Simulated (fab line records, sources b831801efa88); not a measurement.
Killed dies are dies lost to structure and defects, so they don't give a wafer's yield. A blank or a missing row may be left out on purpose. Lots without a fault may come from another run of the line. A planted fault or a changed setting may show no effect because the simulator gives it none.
Chamber matching | flow sfq_line | SFQ_TRILAYER_I3_VIA_BARC_OPEN_VIA_ETCH_121 on rie_diel-02: 4 sister chambers
The step etches BARC in O2, target depth 125 nm, time 41.7 s. 14 wafers are shown with their chamber, then 6 later ones without.

WAFERS WITH THEIR CHAMBER
wafer  | chamber | drypump_motor_current_A (A) | rf_fwd_power_W (W) | oes_product_au (a.u.)
L147.1 | 0       | 5.1                         | 498.5              | 0.686
L147.2 | 1       | 5.7                         | 491.0              | 0.685
L147.3 | 2       | 6.5                         | 495.4              | 0.691
L149.1 | 1       | 5.7                         | 491.8              | 0.689
L149.2 | 2       | 6.5                         | 494.8              | 0.679
L149.6 | 0       | 5.1                         | 493.4              | 0.684
L154.1 | 3       | 6.0                         | 497.6              | 0.682
L154.3 | 1       | 5.7                         | 491.9              | 0.682
L154.5 | 1       | 5.7                         | 491.6              | 0.681
L156.1 | 0       | 5.0                         | 496.3              | 0.684
L156.2 | 1       | 5.7                         | 491.8              | 0.692
L156.5 | 1       | 5.8                         | 492.7              | 0.679
L157.1 | 1       | 5.7                         | 488.2              | 0.681
L157.4 | 0       | 5.1                         | 496.5              | 0.684

SIGNATURES (means of the wafers above)
reading                 | chamber 0 | chamber 1 | chamber 2 | chamber 3 | scatter within a chamber
drypump_motor_current_A | 5.075     | 5.714     | 6.500     | 6.000     | 0.0401
rf_fwd_power_W          | 496.175   | 491.286   | 495.100   | 497.600   | 1.61
oes_product_au          | 0.68450   | 0.68414   | 0.68500   | 0.68200   | 0.0046
Rule: a wafer's distance from a chamber is the root of the sum, over the readings, of the square of ((its reading less the chamber's mean) divided by the reading's scatter). The wafer belongs to the nearest chamber; if the next one is less than 2 further off, it can't be placed. The scatter: the root of (the sum of the squares of (reading less its chamber's mean) over the shown wafers, divided by (wafers less chambers)).

WAFERS WITHOUT THEIR CHAMBER
wafer  | drypump_motor_current_A (A) | rf_fwd_power_W (W) | oes_product_au (a.u.)
L157.6 | 6.5                         | 496.8              | 0.686
L158.3 | 5.7                         | 492.4              | 0.690
L158.4 | 5.1                         | 497.0              | 0.682
L168.1 | 6.1                         | 495.1              | 0.679
L168.5 | 5.0                         | 499.1              | 0.674
L168.6 | 6.0                         | 496.8              | 0.685

WHICH CHAMBER EACH WENT THROUGH
wafer  | from the rows above | in truth
L157.6 | 2                   | 2
L158.3 | 1                   | 1
L158.4 | 0                   | 0
L168.1 | 3                   | 3
L168.5 | 0                   | 0
L168.6 | 3                   | 3
Placed correctly: 6 of 6. Can't be placed from these rows: 0. Placed wrongly: 0.
